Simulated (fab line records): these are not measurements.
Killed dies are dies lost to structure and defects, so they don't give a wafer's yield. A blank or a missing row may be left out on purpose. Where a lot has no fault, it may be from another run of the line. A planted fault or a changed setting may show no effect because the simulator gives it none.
fab line records	flow gf180mcu
record: lots: 24	wafers: 72	last-day: 34
route steps=602 shown V3@431 V4@500 MIM@509
lots that met no fault: from a run of the same line without faults
start-h: hours from the record's opening day to when the first of the lot's shown wafers began	wait-h: hours from the lot's prior step to this one	" repeats the value in the row above	L1.1+2: a row that stands for several wafers	- either no value or no given start	* or withheld: withheld	< > ~ a bound
route shown NAME@n: a module of which the file shows steps, and the number in the route of the first	usual: the fault-free wafers' mean and standard deviation	same: alike in all rows	chamber/n: place in a boat	sites: readings site by site	_std_site: standard deviation of those values	_edge_site: outer sites' mean less inner sites'	radius-mm: for every site, how far away it sits from the centre of the wafer	mask NAME#n: copy n	behind: the tool/chamber that last shaped the wafer	hold: the reason the lot was held/the length of the hold in hours/how it ended	device: names the non-switching transistor (n, p or np)	end of line: the same wafers' tests at the end of the route	a step without rows: its recipe alone	killed: not the wafer's yield, but the dies lost to structure and defects at the first sort	map: per-die view of a wafer (x killed, . not killed, _ where there is no die)
set.NAME: the setting the step ran with; set.NAME@STEP: the setting that earlier step ran with	model.NAME: the simulator's own value behind a step, which no gauge read
a sample of lots followed through the steps of the route, with each step as a table and each wafer as a row
services: the hour from which a tool's chamber was out of use, counted from the record's first day as start-h (under 0 if before that day), plus the number of hours and why
== steps ==
step: GF_V3_CVD_02
recipe: material: SiO2	target-thk-nm: 850	precursor: TEOS	temp-c: 400	time-s: 94.851	rf-w: 600
usual: heater-power-w: 614/91
lot.wafer	tool	chamber	start-h	wait-h	heater-power-w
L074.2	pecvd-04	2	489.51	0.0	672
L074.3	"	1	"	"	490
L074.5	"	1	"	"	533
L075.3	pecvd-04	0	496.92	0.0	509
L075.5	"	0	"	"	574
L075.6	"	1	"	"	472
L076.1	pecvd-02	1	504.84	0.1	672
L076.4	"	1	"	"	703
L076.5	"	2	"	"	450
L077.2	pecvd-04	0	516.89	0.0	580
L077.3	"	2	"	"	647
L077.5	"	0	"	"	599
L078.1	pecvd-04	0	523.59	0.1	548
L078.4	"	1	"	"	585
L078.5	"	2	"	"	558
L079.2	pecvd-04	0	536.09	0.0	535
L079.3	"	2	"	"	629
L079.5	"	1	"	"	579
L080.1	pecvd-04	2	545.09	0.1	574
L080.2	"	0	"	"	617
L080.4	"	2	"	"	625
L081.1	pecvd-04	2	550.65	0.1	693
L081.3	"	0	"	"	593
L081.5	"	2	"	"	565
L082.1	pecvd-02	0	560.14	0.1	609
L082.2	"	1	"	"	630
L082.3	"	1	"	"	710
L083.2	pecvd-04	2	567.48	0.0	670
L083.3	"	0	"	"	517
L083.4	"	1	"	"	455
L084.1	pecvd-02	0	576.24	0.1	766
L084.2	"	1	"	"	699
L084.4	"	1	"	"	736
L085.2	pecvd-04	1	587.53	0.0	498
L085.3	"	2	"	"	576
L085.6	"	1	"	"	550
L086.1	pecvd-04	0	594.66	0.1	536
L086.3	"	2	"	"	591
L086.5	"	0	"	"	584
L087.2	pecvd-02	2	601.59	0.0	578
L087.5	"	2	"	"	444
L087.6	"	1	"	"	688
L088.3	pecvd-04	0	607.70	0.0	601
L088.4	"	0	"	"	493
L088.6	"	1	"	"	478
L089.3	pecvd-02	1	610.63	0.0	730
L089.5	"	1	"	"	749
L089.6	"	0	"	"	733
L090.1	pecvd-04	2	624.45	0.1	672
L090.2	"	0	"	"	632
L090.3	"	1	"	"	505
L091.1	pecvd-03	2	626.14	0.1	614
L091.2	"	1	"	"	758
L091.5	"	0	"	"	677
L092.3	pecvd-02	2	637.49	0.0	491
L092.4	"	0	"	"	739
L092.6	"	1	"	"	622
L093.1	pecvd-04	0	641.63	0.1	555
L093.4	"	0	"	"	600
L093.5	"	1	"	"	592
L094.1	pecvd-02	1	646.18	0.1	727
L094.3	"	2	"	"	527
L094.6	"	0	"	"	749
L095.3	pecvd-02	1	655.21	0.0	700
L095.5	"	1	"	"	750
L095.6	"	0	"	"	751
L096.2	pecvd-02	0	661.95	0.0	731
L096.3	"	2	"	"	455
L096.5	"	0	"	"	605
L097.1	pecvd-02	2	674.32	0.1	564
L097.3	"	0	"	"	702
L097.5	"	0	"	"	722
step: GF_V3_RS_MEAS_24
recipe: thk-meas-gauge: four-point-probe	reads: W_of_V3_CVD_23+TiN_of_V3_SPUTTER_22+Ti_of_V3_SPUTTER_21
usual: V3_W_RS: 0.328/0.0031
lot.wafer	tool	chamber	start-h	wait-h	V3_W_RS[ohm/sq]
L074.2	film-metro-03	-	515.05	0.1	0.329
L074.3	"	-	"	"	0.329
L074.5	"	-	"	"	0.333
L075.3	film-metro-01	-	522.55	0.1	0.330
L075.5	"	-	"	"	0.327
L075.6	"	-	"	"	0.326
L076.1	film-metro-03	-	530.22	0.1	0.330
L076.4	"	-	"	"	0.329
L076.5	"	-	"	"	0.325
L077.2	film-metro-03	-	541.38	0.1	0.324
L077.3	"	-	"	"	0.324
L077.5	"	-	"	"	0.325
L078.1	film-metro-01	-	547.67	0.1	0.325
L078.4	"	-	"	"	0.329
L078.5	"	-	"	"	0.324
L079.2	film-metro-01	-	559.63	0.1	0.327
L079.3	"	-	"	"	0.325
L079.5	"	-	"	"	0.323
L080.1	film-metro-02	-	568.40	0.1	0.331
L080.2	"	-	"	"	0.330
L080.4	"	-	"	"	0.326
L081.1	film-metro-02	-	573.87	0.1	0.331
L081.3	"	-	"	"	0.329
L081.5	"	-	"	"	0.326
L082.1	film-metro-03	-	583.49	0.1	0.324
L082.2	"	-	"	"	0.326
L082.3	"	-	"	"	0.325
L083.2	film-metro-01	-	590.14	0.1	0.331
L083.3	"	-	"	"	0.323
L083.4	"	-	"	"	0.329
L084.1	film-metro-03	-	599.12	0.1	0.327
L084.2	"	-	"	"	0.327
L084.4	"	-	"	"	0.327
L085.2	film-metro-01	-	610.20	0.1	0.324
L085.3	"	-	"	"	0.325
L085.6	"	-	"	"	0.326
L086.1	film-metro-03	-	617.07	0.1	0.329
L086.3	"	-	"	"	0.330
L086.5	"	-	"	"	0.328
L087.2	film-metro-02	-	624.03	0.1	0.329
L087.5	"	-	"	"	0.331
L087.6	"	-	"	"	0.334
L088.3	film-metro-03	-	629.76	0.1	0.330
L088.4	"	-	"	"	0.333
L088.6	"	-	"	"	0.329
L089.3	film-metro-03	-	632.36	0.1	0.328
L089.5	"	-	"	"	0.332
L089.6	"	-	"	"	0.333
L090.1	film-metro-03	-	645.81	0.1	0.322
L090.2	"	-	"	"	0.326
L090.3	"	-	"	"	0.324
L091.1	film-metro-03	-	647.36	0.1	0.326
L091.2	"	-	"	"	0.332
L091.5	"	-	"	"	0.328
L092.3	film-metro-01	-	658.55	0.1	0.325
L092.4	"	-	"	"	0.326
L092.6	"	-	"	"	0.323
L093.1	film-metro-02	-	662.95	0.1	0.321
L093.4	"	-	"	"	0.323
L093.5	"	-	"	"	0.325
L094.1	film-metro-01	-	667.11	0.1	0.330
L094.3	"	-	"	"	0.327
L094.6	"	-	"	"	0.327
L095.3	film-metro-03	-	676.40	0.1	0.329
L095.5	"	-	"	"	0.325
L095.6	"	-	"	"	0.331
L096.2	film-metro-03	-	682.81	0.2	0.328
L096.3	"	-	"	"	0.331
L096.5	"	-	"	"	0.329
L097.1	film-metro-01	-	694.82	0.1	0.331
L097.3	"	-	"	"	0.333
L097.5	"	-	"	"	0.328
step: GF_V4_RS_MEAS_24
recipe: thk-meas-gauge: four-point-probe	reads: W_of_V4_CVD_23+TiN_of_V4_SPUTTER_22+Ti_of_V4_SPUTTER_21
usual: V4_W_RS: 0.326/0.0033
lot.wafer	tool	chamber	start-h	wait-h	V4_W_RS[ohm/sq]
L074.2	film-metro-04	-	563.64	0.1	0.328
L074.3	"	-	"	"	0.328
L074.5	"	-	"	"	0.323
L075.3	film-metro-01	-	570.33	0.1	0.324
L075.5	"	-	"	"	0.320
L075.6	"	-	"	"	0.325
L076.1	film-metro-04	-	578.22	0.1	0.326
L076.4	"	-	"	"	0.327
L076.5	"	-	"	"	0.328
L077.2	film-metro-04	-	588.10	0.1	0.326
L077.3	"	-	"	"	0.325
L077.5	"	-	"	"	0.327
L078.1	film-metro-04	-	593.72	0.1	0.333
L078.4	"	-	"	"	0.327
L078.5	"	-	"	"	0.333
L079.2	film-metro-02	-	605.19	0.1	0.326
L079.3	"	-	"	"	0.327
L079.5	"	-	"	"	0.327
L080.1	film-metro-04	-	613.26	0.1	0.330
L080.2	"	-	"	"	0.328
L080.4	"	-	"	"	0.328
L081.1	film-metro-02	-	618.67	0.1	0.327
L081.3	"	-	"	"	0.330
L081.5	"	-	"	"	0.330
L082.1	film-metro-01	-	628.01	0.1	0.332
L082.2	"	-	"	"	0.332
L082.3	"	-	"	"	0.330
L083.2	film-metro-04	-	634.63	0.1	0.325
L083.3	"	-	"	"	0.321
L083.4	"	-	"	"	0.323
L084.1	film-metro-02	-	642.87	0.1	0.320
L084.2	"	-	"	"	0.322
L084.4	"	-	"	"	0.322
L085.2	film-metro-01	-	653.59	0.1	0.325
L085.3	"	-	"	"	0.331
L085.6	"	-	"	"	0.329
L086.1	film-metro-04	-	660.41	0.1	0.326
L086.3	"	-	"	"	0.321
L086.5	"	-	"	"	0.325
L087.2	film-metro-04	-	667.08	0.1	0.323
L087.5	"	-	"	"	0.322
L087.6	"	-	"	"	0.320
L088.3	film-metro-04	-	671.60	0.1	0.325
L088.4	"	-	"	"	0.332
L088.6	"	-	"	"	0.328
L089.3	film-metro-04	-	674.71	0.1	0.321
L089.5	"	-	"	"	0.323
L089.6	"	-	"	"	0.325
L090.1	film-metro-04	-	686.60	0.1	0.324
L090.2	"	-	"	"	0.325
L090.3	"	-	"	"	0.327
L091.1	film-metro-01	-	689.16	0.1	0.324
L091.2	"	-	"	"	0.322
L091.5	"	-	"	"	0.325
L092.3	film-metro-04	-	699.40	0.1	0.326
L092.4	"	-	"	"	0.330
L092.6	"	-	"	"	0.328
L093.1	film-metro-01	-	704.21	0.1	0.323
L093.4	"	-	"	"	0.323
L093.5	"	-	"	"	0.323
L094.1	film-metro-04	-	707.75	0.2	0.324
L094.3	"	-	"	"	0.320
L094.6	"	-	"	"	0.325
L095.3	film-metro-04	-	716.40	0.1	0.322
L095.5	"	-	"	"	0.320
L095.6	"	-	"	"	0.324
L096.2	film-metro-01	-	722.81	0.1	0.327
L096.3	"	-	"	"	0.329
L096.5	"	-	"	"	0.327
L097.1	film-metro-02	-	733.19	0.1	0.324
L097.3	"	-	"	"	0.326
L097.5	"	-	"	"	0.327
step: GF_MIM_THK_MEAS_06
recipe: reads: Si3N4_of_MIM_CVD_05
usual: MIM_CVD_05_THK: 42.0/0.49
lot.wafer	tool	chamber	start-h	wait-h	MIM_CVD_05_THK[nm]
L074.2	film-metro-01	-	564.38	0.0	41.7
L074.3	"	-	"	"	42.4
L074.5	"	-	"	"	42.6
L075.3	film-metro-03	-	571.04	0.0	42.4
L075.5	"	-	"	"	42.9
L075.6	"	-	"	"	43.0
L076.1	film-metro-03	-	578.95	0.0	42.0
L076.4	"	-	"	"	42.2
L076.5	"	-	"	"	42.5
L077.2	film-metro-03	-	588.82	0.0	41.4
L077.3	"	-	"	"	41.2
L077.5	"	-	"	"	41.7
L078.1	film-metro-01	-	594.45	0.0	41.7
L078.4	"	-	"	"	42.7
L078.5	"	-	"	"	42.9
L079.2	film-metro-04	-	605.91	0.0	41.7
L079.3	"	-	"	"	41.9
L079.5	"	-	"	"	42.2
L080.1	film-metro-03	-	613.99	0.0	41.5
L080.2	"	-	"	"	41.9
L080.4	"	-	"	"	42.7
L081.1	film-metro-04	-	619.40	0.0	41.6
L081.3	"	-	"	"	41.1
L081.5	"	-	"	"	42.2
L082.1	film-metro-01	-	628.74	0.0	41.8
L082.2	"	-	"	"	41.6
L082.3	"	-	"	"	41.2
L083.2	film-metro-04	-	635.35	0.0	41.3
L083.3	"	-	"	"	41.3
L083.4	"	-	"	"	42.1
L084.1	film-metro-01	-	643.60	0.0	42.5
L084.2	"	-	"	"	42.1
L084.4	"	-	"	"	42.7
L085.2	film-metro-03	-	654.54	0.0	41.1
L085.3	"	-	"	"	41.1
L085.6	"	-	"	"	42.1
L086.1	film-metro-01	-	661.26	0.0	41.6
L086.3	"	-	"	"	41.5
L086.5	"	-	"	"	42.5
L087.2	film-metro-04	-	667.80	0.0	41.6
L087.5	"	-	"	"	42.5
L087.6	"	-	"	"	42.5
L088.3	film-metro-01	-	672.31	0.0	41.9
L088.4	"	-	"	"	42.0
L088.6	"	-	"	"	42.7
L089.3	film-metro-04	-	675.43	0.0	41.7
L089.5	"	-	"	"	42.3
L089.6	"	-	"	"	42.6
L090.1	film-metro-03	-	687.33	0.0	41.5
L090.2	"	-	"	"	41.7
L090.3	"	-	"	"	41.9
L091.1	film-metro-04	-	689.91	0.0	41.6
L091.2	"	-	"	"	41.5
L091.5	"	-	"	"	42.6
L092.3	film-metro-03	-	700.11	0.0	41.5
L092.4	"	-	"	"	42.0
L092.6	"	-	"	"	42.0
L093.1	film-metro-01	-	704.94	0.0	41.4
L093.4	"	-	"	"	42.0
L093.5	"	-	"	"	42.4
L094.1	film-metro-04	-	708.48	0.0	41.9
L094.3	"	-	"	"	41.3
L094.6	"	-	"	"	42.4
L095.3	film-metro-03	-	717.11	0.0	41.5
L095.5	"	-	"	"	42.0
L095.6	"	-	"	"	42.5
L096.2	film-metro-03	-	723.53	0.0	41.7
L096.3	"	-	"	"	40.9
L096.5	"	-	"	"	41.5
L097.1	film-metro-04	-	733.92	0.0	41.5
L097.3	"	-	"	"	41.4
L097.5	"	-	"	"	42.0
step: GF_MIM_RS_MEAS_10
recipe: thk-meas-gauge: four-point-probe	reads: TiN_of_MIM_SPUTTER_09+AlCu_of_MIM_SPUTTER_08+TiN_of_MIM_SPUTTER_07
usual: MIM_ALCU_RS: 0.1605/0.0012
lot.wafer	tool	chamber	start-h	wait-h	MIM_ALCU_RS[ohm/sq]
L074.2	film-metro-03	-	564.55	0.0	0.1578
L074.3	"	-	"	"	0.1590
L074.5	"	-	"	"	0.1587
L075.3	film-metro-04	-	571.22	0.1	0.1605
L075.5	"	-	"	"	0.1595
L075.6	"	-	"	"	0.1614
L076.1	film-metro-04	-	579.11	0.0	0.1598
L076.4	"	-	"	"	0.1591
L076.5	"	-	"	"	0.1596
L077.2	film-metro-04	-	588.99	0.0	0.1601
L077.3	"	-	"	"	0.1591
L077.5	"	-	"	"	0.1590
L078.1	film-metro-01	-	594.61	0.0	0.1592
L078.4	"	-	"	"	0.1624
L078.5	"	-	"	"	0.1624
L079.2	film-metro-03	-	606.08	0.0	0.1609
L079.3	"	-	"	"	0.1616
L079.5	"	-	"	"	0.1599
L080.1	film-metro-01	-	614.15	0.0	0.1603
L080.2	"	-	"	"	0.1616
L080.4	"	-	"	"	0.1623
L081.1	film-metro-01	-	619.56	0.0	0.1611
L081.3	"	-	"	"	0.1614
L081.5	"	-	"	"	0.1616
L082.1	film-metro-03	-	628.90	0.0	0.1607
L082.2	"	-	"	"	0.1615
L082.3	"	-	"	"	0.1606
L083.2	film-metro-03	-	635.52	0.0	0.1603
L083.3	"	-	"	"	0.1612
L083.4	"	-	"	"	0.1607
L084.1	film-metro-04	-	643.76	0.0	0.1635
L084.2	"	-	"	"	0.1604
L084.4	"	-	"	"	0.1620
L085.2	film-metro-03	-	654.71	0.0	0.1599
L085.3	"	-	"	"	0.1590
L085.6	"	-	"	"	0.1583
L086.1	film-metro-01	-	661.49	0.0	0.1631
L086.3	"	-	"	"	0.1621
L086.5	"	-	"	"	0.1633
L087.2	film-metro-04	-	667.97	0.0	0.1588
L087.5	"	-	"	"	0.1597
L087.6	"	-	"	"	0.1573
L088.3	film-metro-04	-	672.49	0.1	0.1603
L088.4	"	-	"	"	0.1592
L088.6	"	-	"	"	0.1596
L089.3	film-metro-03	-	675.61	0.1	0.1617
L089.5	"	-	"	"	0.1619
L089.6	"	-	"	"	0.1624
L090.1	film-metro-01	-	687.49	0.0	0.1607
L090.2	"	-	"	"	0.1601
L090.3	"	-	"	"	0.1624
L091.1	film-metro-01	-	690.07	0.0	0.1621
L091.2	"	-	"	"	0.1589
L091.5	"	-	"	"	0.1595
L092.3	film-metro-03	-	700.29	0.1	0.1613
L092.4	"	-	"	"	0.1596
L092.6	"	-	"	"	0.1606
L093.1	film-metro-03	-	705.10	0.0	0.1612
L093.4	"	-	"	"	0.1612
L093.5	"	-	"	"	0.1609
L094.1	film-metro-04	-	708.64	0.0	0.1604
L094.3	"	-	"	"	0.1616
L094.6	"	-	"	"	0.1607
L095.3	film-metro-01	-	717.29	0.1	0.1599
L095.5	"	-	"	"	0.1595
L095.6	"	-	"	"	0.1602
L096.2	film-metro-01	-	723.72	0.0	0.1629
L096.3	"	-	"	"	0.1607
L096.5	"	-	"	"	0.1614
L097.1	film-metro-03	-	734.08	0.0	0.1606
L097.3	"	-	"	"	0.1601
L097.5	"	-	"	"	0.1606
step: GF_MIM_STRIP_20
recipe: chemistry: O2/N2	power-w: 1400	pressure-mtorr: 1500	platen-temp-c: 250	o2-flow-sccm: 3000	n2-flow-sccm: 300	overash-fraction: 0.5
usual: drypump-motor-current-A: 5.68/0.3	heater-power-w: 309/40	oes-product-au: 0.691/0.0051	strip-time-to-endpoint-s: 11.22/0.045
lot.wafer	tool	chamber	start-h	wait-h	drypump-motor-current-A	heater-power-w	oes-product-au	rf-hours-counter-h	strip-time-to-endpoint-s
L074.2	plasma-asher-01	1	586.42	0.1	5.97	351	0.690	44	11.14
L074.3	"	0	"	"	5.32	278	0.697	-	11.21
L074.5	"	0	"	"	5.33	266	0.706	-	11.23
L075.3	plasma-asher-01	1	592.09	0.1	5.96	347	0.694	-	11.31
L075.5	"	1	"	"	5.95	358	0.703	-	11.30
L075.6	"	0	"	"	5.33	269	0.694	-	11.30
L076.1	plasma-asher-01	0	599.71	0.0	5.32	263	0.689	45	11.27
L076.4	"	0	"	"	5.30	270	0.688	-	11.28
L076.5	"	0	"	"	5.30	273	0.696	-	11.29
L077.2	plasma-asher-01	1	610.05	0.0	5.99	354	0.688	46	11.21
L077.3	"	0	"	"	5.37	262	0.689	-	11.19
L077.5	"	1	"	"	5.97	359	0.695	-	11.20
L078.1	plasma-asher-01	0	614.91	0.0	5.29	265	0.703	47	11.28
L078.4	"	1	"	"	5.96	356	0.697	-	11.25
L078.5	"	1	"	"	5.97	351	0.695	-	11.27
L079.2	plasma-asher-01	0	626.70	0.0	5.34	272	0.686	48	11.12
L079.3	"	1	"	"	5.98	356	0.686	-	11.20
L079.5	"	1	"	"	5.98	351	0.689	-	11.17
L080.1	plasma-asher-01	1	634.41	0.0	5.95	359	0.688	49	11.20
L080.2	"	0	"	"	5.31	274	0.694	49	11.23
L080.4	"	1	"	"	5.97	356	0.690	-	11.19
L081.1	plasma-asher-03	1	639.80	0.0	5.85	339	0.693	92	11.23
L081.3	"	0	"	"	5.41	265	0.687	-	11.19
L081.5	"	1	"	"	5.85	330	0.687	-	11.25
L082.1	plasma-asher-01	0	649.25	0.0	5.34	270	0.698	50	11.24
L082.2	"	1	"	"	5.97	354	0.693	50	11.15
L082.3	"	1	"	"	5.97	347	0.688	-	11.23
L083.2	plasma-asher-01	1	655.21	0.0	5.98	350	0.690	51	11.26
L083.3	"	1	"	"	5.98	362	0.687	-	11.29
L083.4	"	0	"	"	5.31	272	0.696	-	11.22
L084.1	plasma-asher-03	1	662.88	0.1	5.87	332	0.683	95	11.12
L084.2	"	0	"	"	5.40	263	0.681	95	11.11
L084.4	"	0	"	"	5.40	261	0.689	-	11.15
L085.2	plasma-asher-02	0	673.71	0.0	5.81	348	0.697	26	11.29
L085.3	"	0	"	"	5.83	341	0.700	-	11.24
L085.6	"	0	"	"	5.84	339	0.696	-	11.30
L086.1	plasma-asher-01	0	680.25	0.0	5.31	267	0.688	53	11.23
L086.3	"	0	"	"	5.32	271	0.692	-	11.17
L086.5	"	1	"	"	5.99	360	0.690	-	11.19
L087.2	plasma-asher-01	0	687.16	0.0	5.32	266	0.679	54	11.18
L087.5	"	1	"	"	5.99	351	0.693	-	11.17
L087.6	"	0	"	"	5.28	266	0.686	-	11.20
L088.3	plasma-asher-01	1	691.04	0.1	5.99	352	0.685	-	11.19
L088.4	"	0	"	"	5.34	278	0.693	-	11.20
L088.6	"	1	"	"	5.98	356	0.684	-	11.15
L089.3	plasma-asher-01	0	694.74	0.1	5.32	269	0.694	-	11.25
L089.5	"	0	"	"	5.29	275	0.697	-	11.22
L089.6	"	1	"	"	5.97	363	0.695	-	11.21
L090.1	plasma-asher-01	0	705.47	0.1	5.30	274	0.687	56	11.24
L090.2	"	1	"	"	5.97	352	0.692	56	11.18
L090.3	"	0	"	"	5.23	266	0.690	-	11.21
L091.1	plasma-asher-02	0	708.41	0.0	5.81	348	0.686	30	11.17
L091.2	"	1	"	"	5.96	274	0.687	30	11.22
L091.5	"	1	"	"	5.97	276	0.698	-	11.21
L092.3	plasma-asher-03	1	718.13	0.1	5.84	327	0.686	-	11.23
L092.4	"	0	"	"	5.41	259	0.694	-	11.25
L092.6	"	0	"	"	5.41	260	0.695	-	11.29
L093.1	plasma-asher-02	1	723.43	0.1	5.96	281	0.693	32	11.23
L093.4	"	0	"	"	5.82	350	0.697	-	11.20
L093.5	"	0	"	"	5.83	342	0.691	-	11.20
L094.1	plasma-asher-03	0	726.20	0.0	5.42	261	0.684	102	11.26
L094.3	"	0	"	"	5.40	263	0.688	-	11.27
L094.6	"	1	"	"	5.88	337	0.693	-	11.23
L095.3	plasma-asher-03	1	734.78	0.1	5.85	325	0.694	-	11.22
L095.5	"	0	"	"	5.38	266	0.696	-	11.27
L095.6	"	1	"	"	5.88	331	0.692	-	11.23
L096.2	plasma-asher-02	1	741.10	0.0	5.95	280	0.694	34	11.25
L096.3	"	0	"	"	5.81	342	0.690	-	11.23
L096.5	"	1	"	"	5.95	278	0.689	-	11.23
L097.1	plasma-asher-01	1	751.40	0.0	5.98	352	0.696	60	11.15
L097.3	"	0	"	"	5.27	277	0.684	-	11.15
L097.5	"	1	"	"	5.97	354	0.685	-	11.20
== services ==
tool	chamber	start-h	hours	kind
pecvd-03	0	469.62	17.7	repair
plasma-asher-02	-	519.69	5.2	repair
pecvd-02	2	530.80	16.1	repair
pecvd-03	1	532.68	9.5	repair
pecvd-04	-	532.72	2.7	repair
pecvd-02	-	533.68	0.8	repair
plasma-asher-01	-	541.68	7.6	repair
pecvd-02	2	554.02	12.2	repair
pecvd-03	-	559.67	0.7	repair
pecvd-02	2	580.17	7.3	repair
pecvd-03	-	591.12	14.0	pm
pecvd-03	0	591.12	14.0	vent-cycle
pecvd-03	1	591.12	14.0	vent-cycle
pecvd-03	2	591.12	14.0	vent-cycle
pecvd-03	0	605.12	-	clean
pecvd-03	1	605.12	-	clean
pecvd-03	2	605.12	-	clean
plasma-asher-01	-	664.47	2.7	repair
pecvd-04	-	701.11	0.3	repair
== key ==
fault none
